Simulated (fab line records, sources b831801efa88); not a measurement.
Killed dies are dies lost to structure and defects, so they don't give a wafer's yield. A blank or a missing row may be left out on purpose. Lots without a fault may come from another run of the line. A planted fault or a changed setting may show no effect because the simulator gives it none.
Chamber matching | flow gf180mcu | GF_V4_CVD_02 on pecvd-01: 3 sister chambers
The step deposits SiO2 from TEOS, target thk 850 nm, time 94.851 s. 3 wafers are shown with their chamber, then 7 later ones without.

WAFERS WITH THEIR CHAMBER
wafer  | chamber | heater_power_outer_w (W)
L090.5 | 2       | 333
L093.1 | 1       | 481
L093.3 | 0       | 502

WAFERS WITHOUT THEIR CHAMBER
wafer  | heater_power_outer_w (W)
L093.5 | 515
L094.3 | 288
L094.5 | 499
L094.6 | 338
L096.1 | 509
L096.2 | 294
L096.5 | 343

WHICH CHAMBER EACH WENT THROUGH
wafer  | from the rows above     | in truth
L093.5 | can't be placed: 0 or 1 | 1
L094.3 | 2                       | 2
L094.5 | can't be placed: 0 or 1 | 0
L094.6 | 2                       | 2
L096.1 | can't be placed: 0 or 1 | 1
L096.2 | 2                       | 2
L096.5 | 2                       | 2
Placed correctly: 4 of 7. Can't be placed from these rows: 3 (the true chamber is among the candidates in 3). Placed wrongly: 0.
How it was worked out, from the rows above alone: a wafer's distance from a chamber is the root of the sum, over the readings, of the square of ((its reading less the chamber's mean) divided by the reading's scatter). The wafer belongs to the nearest chamber; if the next one is less than 2 further off, it can't be placed. A chamber's mean is the mean of its shown wafers. The scatter: with one shown wafer a chamber, the root of the mean of the squares of how far each hidden wafer lies from its nearest shown one.
